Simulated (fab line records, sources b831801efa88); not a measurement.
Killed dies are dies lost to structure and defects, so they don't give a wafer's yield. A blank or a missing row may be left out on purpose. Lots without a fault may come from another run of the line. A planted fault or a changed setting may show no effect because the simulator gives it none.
A struck lot beside a sound one | flow gf180mcu | 15 steps out of a route of 602
Sound: wafers L499.2, L499.3, L499.4. Struck: wafers L496.2, L496.5, L496.6. The cause comes at the end.
At each step with rows: each side's tool, then ch and its chambers, then its first start. Under that, the readings that differ: sound wafers | struck wafers | difference of the means | sigmas: that difference in standard deviations of wafers without a fault.
alike: readings whose means differ by less than 2 such deviations, and words and numbers that are the same on both sides. not compared: withheld readings, readings that some wafer has no value for, bounds like >300 that may hide the same value, and numbers for which the record gives no deviation and whose values overlap.
The two part at a step that has a row with sigmas, a row that says differs or no value, or rows on one side only. Numbers that don't overlap but have no deviation are shown without sigmas and don't part them. A reading that every wafer of one side lacks parts them only if that side has two wafers or more.

first, 4 steps without rows for these wafers: GF_STI_WET_ETCH_26 (etches SiO2 in dHF, target depth 94 nm, time 188 s); GF_STI_WET_ETCH_27 (etches Si3N4 in H3PO4, target depth 160 nm, time 1825 s); GF_STI_WET_ETCH_28 (etches SiO2 in dHF, target depth 20 nm, time 40 s); GF_STI_OXIDATION_29 (stabilise 600 s, purge 300 s, target thk 10 nm).
GF_STI_THK_MEAS_30:
  sound on film_metro-02, day 6 14:11; struck on film_metro-03, day 5 23:10
  alike: STI_OXIDATION_02_THK
then, 7 steps without rows for these wafers: GF_DNWELL_DEHYDRATE_00 (time 60 s); GF_DNWELL_HMDS_01 (prime time 60 s); GF_DNWELL_COAT_02 (resist thk 3000 nm); GF_DNWELL_SOFTBAKE_03; GF_DNWELL_EXPOSE_04 (exposes mask DNWELL, target cd 1700 nm); GF_DNWELL_PEB_05; GF_DNWELL_DEVELOP_06 (develop time 60 s).
GF_DNWELL_IMPLANT_07:
  sound on implanter-03 ch 0, day 7 05:19; struck on implanter-01 ch 0, day 6 13:43
  reading                   | sound                | struck               | difference | sigmas
  beam_energy_keV           | 1500.5 1500.2 1499.7 | 1576.2 1575.4 1575.3 | +75.5      | +99 or more
  model.implant.rp_nm (nm)  | 1512 1512 1512       | 1479 1479 1479       | -33        |
  model.implant.drp_nm (nm) | 197.4 197.4 197.4    | 200.2 200.2 200.2    | +2.8       |
GF_DNWELL_STRIP_08: strips in O2/N2.
  sound on plasma_asher-03 ch 0,1, day 7 05:27; struck on plasma_asher-04 ch 0,1, day 6 13:50
  alike: drypump_motor_current_A, heater_power_w, o2_flow_sccm, oes_product_au, platen_temp_c, strip_time_to_endpoint_s
  not compared: rf_hours_counter_h
-- the record jumps here: 27 days lie between the struck wafers' starts before and after (it left off in module DNWELL and takes up again in module PASSIVATION, whose first step shown is number 602 of the route) --
GF_PASSIVATION_PROBE_99:
  the record has rows for the struck wafers here (prober-01, day 33 17:41) and none for the sound ones

WHERE THEY PART
First at GF_DNWELL_IMPLANT_07; last, within this record, at GF_PASSIVATION_PROBE_99.

WHY: what the simulator had put in
Process parameter drift: implanter-01, from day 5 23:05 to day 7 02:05, at GF_DNWELL_IMPLANT_07. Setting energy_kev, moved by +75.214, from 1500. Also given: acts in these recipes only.
